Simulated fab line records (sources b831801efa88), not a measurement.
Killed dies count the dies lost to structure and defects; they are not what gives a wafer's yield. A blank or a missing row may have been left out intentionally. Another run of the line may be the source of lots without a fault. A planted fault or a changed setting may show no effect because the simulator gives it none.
Problem report, 8D (eight disciplines) form, completed by code	flow gf180mcu	the parts of the form that need people (team, actions taken, sign-off) are left out

== 1. THE ISSUE ==
Wafers free of any fault read -0.1 nm (standard deviation 1.3) for VT_IMPLANT_03_OVL at GF_VT_IMPLANT_OVL_MEAS_40, against a mean of -193.5 nm on 6 wafers of 2 lots. That is -99 or more standard deviations from the usual mean.
First observed at day 12 14:15: wafer L850.2, on overlay-02. At this step, 36 wafers from 12 lots have a number in the record. By rule, "out" or "out of limits" means more than 4 standard deviations away from the usual mean. The rest of the wafers with a number are treated as sound.

== 2. WHAT THIS IS AND IS NOT ==
question	is	is not
which readings at this step	VT_IMPLANT_03_OVL	-
which lots	L850, L851	L832, L833, L834, L835, L837, L840, L841, L843, L852, L855
which wafers of those lots	all that have a number	-
read on which gauges	overlay-01, overlay-02	-
when	from day 12 14:15	up to then (24 sound wafers); but 6 sound wafers of L852, L855 came after

== 3. WHAT RULES OUT EACH SUSPECT ==
Counting: any tool at a process step up to the reading is kept as a suspect provided that every lot that is out went through it and no sound lot did after the first of them.
- the gauge at GF_VT_IMPLANT_OVL_MEAS_40 has been ruled out. The wafers that are out were read on 2 gauges (overlay-01, overlay-02).
- plasma_asher-02 at GF_VT_IMPLANT_STRIP_09 (strips in O2/N2): ruled out as a lasting fault. After its first lot that is out, L850 (day 10 07:04), sound lots L852 ran on it.
- iline_stepper-01 at GF_VT_IMPLANT_EXPOSE_37 (exposes mask Nwell HV AREA, target cd 860 nm): kept. It ran every lot that is out, first L850 (day 12 05:23), and no sound lot after that; its last sound lot up to then is L841 (day 9 15:41).
Left after counting: iline_stepper-01 at GF_VT_IMPLANT_EXPOSE_37.

== 4. THE CAUSE (what the simulator had put in) ==
Scanner matching overlay: iline_stepper-01, from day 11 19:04 on, at GF_VT_IMPLANT_EXPOSE_37. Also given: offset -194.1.
This tool alone remained once counting was done.

== 5. SEQUENCE OF EFFECTS, ordered by route ==
One row per reading whose mean, taken over the struck wafers that have a number, lies over 3 standard deviations from the usual. Only readings for which the record gives a usual standard deviation are gone through. hours: the time from each lot's start at the first step in this table that gives one to its start at this step, as a median over the lots. sigmas: the change in usual standard deviations.
hours	step	reading	usual	on struck wafers	change	sigmas
0	GF_VT_IMPLANT_OVL_MEAS_40	VT_IMPLANT_03_OVL	-0.1 nm	-193.5	-193.4	-99 or more

== 6. WHAT WOULD HAVE CAUGHT IT SOONER ==
19 hours passed between the start of the fault at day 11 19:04 and the first reading out of limits at a measuring or inspecting step in this record, taken at day 12 14:15.
By day 12 14:15, every lot that is out (2) had started GF_VT_IMPLANT_EXPOSE_37 on iline_stepper-01. Tool hold at that time: it would have spared none of them.
